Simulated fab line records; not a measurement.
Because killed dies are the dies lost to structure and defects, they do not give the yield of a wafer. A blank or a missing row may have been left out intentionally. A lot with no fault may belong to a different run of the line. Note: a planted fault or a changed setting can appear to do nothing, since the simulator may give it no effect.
Chamber matching	flow sky130	SKY_POLY_GATE_ETCH_16 on rieDiel-04 has 4 sister chambers
The step etches Si3N4 in CH3F/O2, stops on poly-Si, time 147.5 s, target depth 75 nm. 4 wafers are shown with their chamber, then 11 later ones without.

WAFERS PAIRED WITH THEIR CHAMBERS
wafer	chamber	drypumpMotorCurrentA (A)
L083.2	3	5.6
L083.4	0	6.0
L084.4	1	6.2
L089.1	2	5.7

WAFERS WITHOUT THEIR CHAMBER
wafer	drypumpMotorCurrentA (A)
L089.4	5.6
L089.5	6.1
L090.2	5.7
L090.3	5.6
L090.4	6.1
L091.1	5.7
L091.2	5.6
L091.6	5.7
L092.1	5.6
L092.3	6.1
L092.6	5.6

THE CHAMBER EACH PASSED THROUGH
wafer	from the rows above	in truth
L089.4	can't be placed: 3 or 2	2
L089.5	can't be placed: 0 or 1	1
L090.2	can't be placed: 2 or 3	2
L090.3	can't be placed: 3 or 2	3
L090.4	can't be placed: 0 or 1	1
L091.1	can't be placed: 2 or 3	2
L091.2	can't be placed: 3 or 2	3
L091.6	can't be placed: 2 or 3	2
L092.1	can't be placed: 3 or 2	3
L092.3	can't be placed: 0 or 1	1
L092.6	can't be placed: 3 or 2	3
Placed correctly: 0 of 11. Can't be placed from these rows: 11 (the true chamber is among the candidates in 11). Number placed wrongly: 0.
How it was worked out, from the rows above alone: a wafer's distance from a chamber is the root of the sum, over the readings, of the square of ((its reading less the chamber's mean) divided by the reading's scatter). If the next closest chamber is less than 2 further off than the closest, the wafer can't be placed; otherwise it belongs to the closest. For every chamber, the mean is computed from those of its wafers that are shown. The scatter: with one shown wafer a chamber, the root of the mean of the squares of how far each hidden wafer lies from its nearest shown one.
